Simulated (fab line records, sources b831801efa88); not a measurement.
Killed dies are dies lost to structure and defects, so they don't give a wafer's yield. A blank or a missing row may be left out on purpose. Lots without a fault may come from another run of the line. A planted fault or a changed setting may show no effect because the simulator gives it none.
Which tool did it? | flow gf180mcu | 7 lots, 21 wafers sampled, at 1 step of a route of 602

WHAT THE GAUGES READ, wafer by wafer
GF_STI_THK_MEAS_30.
lot  | measured    | on            | STI_OXIDATION_02_THK (nm)
L784 | day 3 02:13 | film_metro-01 | 10.54 10.25 10.43
L787 | day 3 13:54 | film_metro-01 | 10.26 10.32 10.20
L795 | day 5 09:53 | film_metro-04 | 10.08 10.10 10.11
L797 | day 5 17:18 | film_metro-02 | 9.90 9.98 9.91
L799 | day 6 03:01 | film_metro-02 | 10.04 10.12 10.13
L801 | day 6 12:55 | film_metro-02 | 9.90 9.89 10.04
L803 | day 6 23:49 | film_metro-01 | 10.01 10.05 9.87

WHICH TOOL RAN EACH LOT (tool, then ch and the chambers of the sampled wafers, then the start)
The record holds no process step before these readings.

THE ANSWER, worked out from the rows above alone
Rule: what is usual is taken from the lots themselves. Put in order of their means at a reading, lots are off if they are a third of the lots or fewer, leave a main group of 4 or more, and stand apart from it by a gap of 3 or more times the standard deviation of the main group's means; of several such gaps the widest counts. A main group whose means are all the same, to the digits that the tables above print for the reading, isn't used. A lot without any number at a reading at which 4 lots or more have one is off too. The other lots that the step has rows for count as sound.
No lot is off at any reading shown: from this, nothing can be told.

WHAT THE SIMULATOR HAD PUT IN
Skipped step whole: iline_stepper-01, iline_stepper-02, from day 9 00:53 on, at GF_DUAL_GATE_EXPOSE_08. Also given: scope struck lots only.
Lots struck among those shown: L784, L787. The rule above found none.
